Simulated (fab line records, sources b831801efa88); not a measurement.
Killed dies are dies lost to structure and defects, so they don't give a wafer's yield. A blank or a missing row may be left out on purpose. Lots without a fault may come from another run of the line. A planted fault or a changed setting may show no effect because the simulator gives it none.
fab line records | flow sky130 | part 2 of 2: steps 34 to 47 of 47
record lots=5 wafers=15 last_day=50
route steps=708 shown VT_ADJUST_PCH@153 SONOS_TUNNEL@154 SONOS_ONO@168 GATE_OXIDE@187
lots that met no fault: from a run of the same line without faults
start_h: hours from the record's first day to the start of the lot's first wafer shown | wait_h: hours since the lot's step before | " the same as in the row above | L1.1+2: a row that stands for several wafers | - no value, or no start given | * or withheld: withheld | < > ~ a bound
route shown NAME@n: a module of which the file shows steps, and the number in the route of the first | usual: mean/standard deviation of fault-free wafers | same: alike in all rows | chamber/n: place in a boat | sites: the reading at each site | _std_site: their standard deviation | _edge_site: outer sites' mean less inner sites' | radius_mm: how far each site lies from the wafer's centre | mask NAME#n: copy n | behind: the tool/chamber that last shaped the wafer | hold: why the lot was held/for how many hours/how that ended | device: the transistor (n, p or np) that didn't switch | end of line: the same wafers' tests at the end of the route | a step without rows: its recipe alone | killed: dies lost to structure and defects at the first sort, not the wafer's yield | map: a wafer's dies, x killed, . not, _ none there
set.NAME: the setting as run; set.NAME@STEP: as run at that earlier step | model.NAME: the simulator's own value behind a step, which no gauge read
lots at some steps of the route; a table a step, a row a wafer
services: from which hour (start_h, from the record's first day; less than 0 if before it) a tool's chamber was out of use, for how many hours, and why
## steps
# step SKY_SONOS_ONO_WET_ETCH_18
# recipe chemistry=H3PO4 target_depth_nm=15 target=Si3N4 temp_c=160 time_s=172
# columns lot.wafer tool chamber start_h wait_h
L076.1+4+5 wet_bench-03 0 314.25 0.1
L079.2+3+5 wet_bench-02 1 350.35 0.1
L089.1+2+5 wet_bench-03 0 411.55 0.1
L091.2+3+6 wet_bench-02 2 425.47 0.1
L092.1+3+4 wet_bench-02 0 432.90 0.1
# step SKY_GATE_OXIDE_CLEAN_00
# recipe chemistry=SC1/SC2 mix=1:4:20 temp_c=70 time_s=150 dry=n2_spin
# columns lot.wafer tool chamber start_h wait_h
L076.1+4+5 wet_bench-02 0 314.31 0.0
L079.2+3+5 wet_bench-03 3 350.41 0.0
L089.1+2+5 wet_bench-01 3 411.61 0.0
L091.2+3+6 wet_bench-02 0 425.53 0.0
L092.1+3+4 wet_bench-01 3 433.01 0.0
# step SKY_GATE_OXIDE_OXIDATION_01
# recipe temp_c=900 ambient=O2 stabilise_s=600 purge_s=300 target_thk_a=102.68 ox_time_s=1473
# usual spike_tc_centre_C=899.8/1.1 spike_tc_upper_C=900.1/1.3
# columns lot.wafer tool chamber start_h wait_h spike_tc_centre_C spike_tc_upper_C
L076.1 furnace-01 0 314.36 0.0 899.0 901.4
L076.4 " 0 " " 899.4 900.9
L076.5 " 0 " " 901.5 899.8
L079.2 furnace-01 0 350.57 0.1 898.6 899.1
L079.3 " 0 " " 900.2 900.3
L079.5 " 0 " " 899.5 900.2
L089.1 furnace-01 0 412.90 1.2 898.5 900.9
L089.2 " 0 " " 899.7 900.5
L089.5 " 0 " " 899.7 900.1
L091.2 furnace-02 0 425.86 0.3 900.2 897.9
L091.3 " 0 " " 900.1 898.4
L091.6 " 0 " " 900.9 898.0
L092.1 furnace-02 0 433.06 0.0 899.4 899.3
L092.3 " 0 " " 899.1 897.8
L092.4 " 0 " " 900.0 900.0
# step SKY_GATE_OXIDE_THK_MEAS_02
# recipe reads=SiO2_of_GATE_OXIDE_OXIDATION_01
# usual GATE_OXIDE_OXIDATION_00_THK=10.16/0.21
# columns lot.wafer tool chamber start_h wait_h GATE_OXIDE_OXIDATION_00_THK[nm]
L076.1 film_metro-04 - 315.77 0.0 10.18
L076.4 " - " " 10.12
L076.5 " - " " 10.15
L079.2 film_metro-01 - 351.99 0.0 10.19
L079.3 " - " " 10.17
L079.5 " - " " 10.18
L089.1 film_metro-04 - 414.31 0.0 10.03
L089.2 " - " " 10.04
L089.5 " - " " 9.94
L091.2 film_metro-03 - 427.28 0.0 10.10
L091.3 " - " " 10.24
L091.6 " - " " 10.16
L092.1 film_metro-01 - 434.47 0.0 10.10
L092.3 " - " " 10.03
L092.4 " - " " 10.01
# step SKY_GATE_OXIDE_DEHYDRATE_03
# recipe temp_c=200 time_s=60
# columns lot.wafer tool chamber start_h wait_h
L076.1+4+5 litho_track-01 0 328.59 12.8
L079.2+3+5 litho_track-04 0 364.62 12.6
L089.1+2+5 litho_track-04 0 428.09 13.8
L091.2+3+6 litho_track-02 0 441.54 14.3
L092.1+3+4 litho_track-01 0 449.94 15.5
# step SKY_GATE_OXIDE_HMDS_04
# recipe prime_time_s=60 prime_temp_c=120
# same prime_time_s=60
# columns lot.wafer tool chamber start_h wait_h
L076.1+4+5 litho_track-01 0 328.74 0.1
L079.2+3+5 litho_track-04 0 364.77 0.1
L089.1+2+5 litho_track-04 0 428.24 0.1
L091.2+3+6 litho_track-02 0 441.69 0.1
L092.1+3+4 litho_track-01 0 450.09 0.1
# step SKY_GATE_OXIDE_COAT_05
# recipe resist=NOVOLAK spin_rpm=3000 resist_thk_nm=1140
# columns lot.wafer tool chamber start_h wait_h
L076.1+4+5 litho_track-01 0 328.89 0.1
L079.2+3+5 litho_track-04 0 364.92 0.1
L089.1+2+5 litho_track-04 0 428.39 0.1
L091.2+3+6 litho_track-02 0 441.84 0.1
L092.1+3+4 litho_track-01 0 450.24 0.1
# step SKY_GATE_OXIDE_SOFTBAKE_06
# recipe temp_c=90 time_s=60 resist=NOVOLAK
# columns lot.wafer tool chamber start_h wait_h
L076.1+4+5 litho_track-01 0 329.04 0.1
L079.2+3+5 litho_track-04 0 365.07 0.1
L089.1+2+5 litho_track-04 0 428.54 0.1
L091.2+3+6 litho_track-02 0 441.99 0.1
L092.1+3+4 litho_track-01 0 450.39 0.1
# step SKY_GATE_OXIDE_EXPOSE_07
# recipe mask_id=LVOM na=0.6 source_shape=conventional sigma_outer=0.6 polarization=unpolarized target_cd_nm=600 dose_mj=170
# columns lot.wafer tool chamber start_h wait_h mask
L076.1+4+5 iline_stepper-02 0 - - LVOM#0
L079.2+3+5 iline_stepper-02 0 - - LVOM#0
L089.1+2+5 iline_stepper-01 0 - - LVOM#0
L091.2+3+6 iline_stepper-02 0 - - LVOM#0
L092.1+3+4 iline_stepper-01 0 - - LVOM#0
# step SKY_GATE_OXIDE_PEB_08
# recipe temp_c=withheld time_s=* resist=NOVOLAK
# columns lot.wafer tool chamber start_h wait_h
L076.1+4+5 litho_track-04 0 - -
L079.2+3+5 litho_track-01 0 - -
L089.1+2+5 litho_track-02 0 - -
L091.2+3+6 litho_track-02 0 - -
L092.1+3+4 litho_track-02 0 - -
# step SKY_GATE_OXIDE_DEVELOP_09
# recipe resist=NOVOLAK developer=TMAH develop_time_s=60 dev_temp_c=23
# columns lot.wafer tool chamber start_h wait_h
L076.1+4+5 litho_track-04 0 341.84 0.1
L079.2+3+5 litho_track-01 0 378.06 0.1
L089.1+2+5 litho_track-02 0 443.22 0.1
L091.2+3+6 litho_track-02 0 457.09 0.1
L092.1+3+4 litho_track-02 0 465.12 0.1
# step SKY_GATE_OXIDE_OVL_MEAS_10
# usual GATE_OXIDE_OVL=1.0/1.3
# columns lot.wafer tool chamber start_h wait_h GATE_OXIDE_OVL[nm]
L076.1 overlay-01 - 341.99 0.1 1.4
L076.4 " - " " -0.4
L076.5 " - " " 2.0
L079.2 overlay-01 - 378.19 0.1 0.9
L079.3 " - " " 1.0
L079.5 " - " " 0.1
L089.1 overlay-01 - 443.37 0.1 -0.5
L089.2 " - " " 0.6
L089.5 " - " " -0.6
L091.2 overlay-02 - 457.22 0.1 0.1
L091.3 " - " " 1.3
L091.6 " - " " 1.6
L092.1 overlay-02 - 465.27 0.1 1.2
L092.3 " - " " 2.5
L092.4 " - " " 2.1
# step SKY_GATE_OXIDE_IMPLANT_11
# recipe species=B energy_kev=10 dose_cm2=2.6e+12 tilt_deg=withheld
# same implant_ion_amu=11
# columns lot.wafer tool chamber start_h wait_h
L076.1+4+5 implanter-03 0 342.03 0.0
L079.2+3+5 implanter-03 0 378.25 0.0
L089.1+2+5 implanter-03 0 443.40 0.0
L091.2+3+6 implanter-01 0 457.28 0.0
L092.1+3+4 implanter-04 0 465.30 0.0
# step SKY_GATE_OXIDE_WET_ETCH_12
# recipe chemistry=dHF target_depth_nm=16.8 dry=n2_spin target=SiO2 dilution=100:1 temp_c=25 time_s=336
# columns lot.wafer tool chamber start_h wait_h
L076.1+4+5 wet_bench-02 1 342.18 0.1
L079.2+3+5 wet_bench-02 2 378.37 0.1
L089.1+2+5 wet_bench-02 3 443.55 0.1
L091.2+3+6 wet_bench-01 2 457.40 0.1
L092.1+3+4 wet_bench-02 1 465.45 0.1
## services
# columns tool chamber start_h hours kind
rie_diel-02 2 250.49 6.7 repair
implanter-03 - 257.25 4.0 repair
implanter-01 - 267.00 3.4 pm
lpcvd-03 - 270.10 1.9 repair
implanter-04 - 272.86 2.1 repair
wet_bench-02 - 293.10 1.9 repair
rie_diel-01 1 302.46 8.9 repair
implanter-04 - 305.05 1.1 repair
rie_diel-01 - 306.02 0.6 repair
implanter-02 - 316.52 6.2 repair
implanter-04 - 327.61 6.3 pm
furnace-01 - 337.14 2.2 pm
furnace-02 - 342.02 3.7 pm
plasma_asher-01 - 346.35 14.6 pm
iline_stepper-02 - 351.06 1.7 pm
furnace-02 - 354.58 3.2 pm
lpcvd-02 - 369.61 2.1 repair
implanter-03 - 389.66 5.7 repair
lpcvd-03 - 429.79 6.1 pm
wet_bench-04 - 431.05 2.2 repair
wet_bench-04 - 439.43 2.0 repair
iline_stepper-01 - 444.97 1.7 pm
wet_bench-03 - 445.09 1.9 pm
iline_stepper-02 - 448.95 8.9 pm
